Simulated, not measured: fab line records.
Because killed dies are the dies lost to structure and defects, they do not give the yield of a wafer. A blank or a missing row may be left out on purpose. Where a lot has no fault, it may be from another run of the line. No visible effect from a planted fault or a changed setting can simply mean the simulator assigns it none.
Split-lot study ; flow gf180mcu ; 5 lots, 23 wafers read, on a route of 602 steps

SPLIT DETAILS
At GF_VT_IMPLANT_COAT_35 (resist thk 1000 nm), the setting spin_rpm was moved away from the recipe's 3000 rpm on 10 of the 23 wafers read, by -7.1% to -3.1%. The other wafers ran this setting at the recipe's value.

The reading is taken at the split's own step.

THE READING
NOVOLAK_of_VT_IMPLANT_COAT_35.thk_nm (the simulator's own value, which no gauge read), in nm, at GF_VT_IMPLANT_COAT_35 (resist thk 1000 nm). There is no usual value for it anywhere in the file. Here, 13 wafers ran the recipe; their average is 1004 nm with a standard deviation of 1.4 nm.

wafer;tool, chamber at the split;spin_rpm as run, rpm;against the recipe;NOVOLAK_of_VT_IMPLANT_COAT_35.thk_nm, nm;against lot-mates on the recipe
L076.1;litho_track-02, 0;2906;-3.1%;1019;+15
L076.2;litho_track-02, 0;2906;-3.1%;1023;+19
L076.3;litho_track-02, 0;3000;recipe;1004;-
L076.5;litho_track-02, 0;3000;recipe;1004;-
L076.4;litho_track-02, 0;2906;-3.1%;1018;+14
L079.2;litho_track-04, 0;3000;recipe;1004;-
L079.3;litho_track-04, 0;3000;recipe;1005;-
L079.6;litho_track-04, 0;3000;recipe;1002;-
L083.2;litho_track-04, 0;2804;-6.5%;1039;+34
L083.3;litho_track-04, 0;3000;recipe;1006;-
L083.5;litho_track-04, 0;3000;recipe;1006;-
L083.4;litho_track-04, 0;2804;-6.5%;1040;+35
L083.6;litho_track-04, 0;3000;recipe;1003;-
L084.1;litho_track-03, 0;3000;recipe;1002;-
L084.2;litho_track-03, 0;3000;recipe;1001;-
L084.3;litho_track-03, 0;2786;-7.1%;1037;+35
L084.5;litho_track-03, 0;3000;recipe;1004;-
L084.6;litho_track-03, 0;2786;-7.1%;1040;+38
L085.1;litho_track-03, 0;2818;-6.1%;1032;+29
L085.3;litho_track-03, 0;2818;-6.1%;1032;+29
L085.2;litho_track-03, 0;2818;-6.1%;1035;+32
L085.4;litho_track-03, 0;3000;recipe;1003;-
L085.5;litho_track-03, 0;3000;recipe;1003;-

FIT RESULTS
A straight line over all 23 wafers: NOVOLAK_of_VT_IMPLANT_COAT_35.thk_nm changes by -5.05 nm for each +1% of spin_rpm; r = -0.99; the points scatter about the line by 1.9 nm.
The same after taking each lot's own level away (the mean of its wafers on the recipe; 23 wafers): -5.09 nm for each +1%; r = -1.00; scatter 1.5 nm.
That fit puts the effect of the largest move of spin_rpm on the reading at 36 nm.
From 1002.3 to 1005.0 nm: that is the span of the lots' own levels, equal to 1.8 times the standard deviation above.
So the lot-to-lot level changes the slope little: the two slopes agree.
Check: for one of the wafers moved furthest among these (-7.1%), held out of the fit, the line's prediction against its lot-mates is +36.6 nm. It came out at +34.7 nm against them.

OTHER SPLITS APPLIED TO THESE WAFERS
These wafers also went through other splits before the reading. Each is held against what the fit with the lots' levels taken away leaves over:
other split on the same wafers;wafers away from the commonest value;r with NOVOLAK_of_VT_IMPLANT_COAT_35.thk_nm (lot level and that fit taken away)
GF_STI_COAT_07 resist_thk_nm;8;+0.05
GF_STI_SOFTBAKE_08 temp_c;10;-0.56
GF_LVPWELL_COAT_02 resist_thk_nm;7;-0.33
GF_MVSD_COAT_02 resist_thk_nm;9;-0.14
GF_MVSD_IMPLANT_08 dose_cm2;8;-0.18
GF_MVPSD_IMPLANT_08 dose_cm2;6;-0.21
GF_VT_IMPLANT_IMPLANT_19 energy_kev;8;-0.04

THE WHOLE CHAIN: every reading that the file lists as answering this split, in the file's order
step;what it does;reading;change (the file's fit);r (the file's)
GF_VT_IMPLANT_COAT_35;resist thk 1000 nm;NOVOLAK_of_VT_IMPLANT_COAT_35.thk_nm (the simulator's own value, which no gauge read);-5.1 nm for each +1% of the setting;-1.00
GF_VT_IMPLANT_STRIP_42;strips in O2/N2;strip_time_to_endpoint_s;withheld for each +1% of the setting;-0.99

FILE'S OWN FIT
NOVOLAK_of_VT_IMPLANT_COAT_35.thk_nm changes by -5.1 nm for each +1% of spin_rpm, r = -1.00.
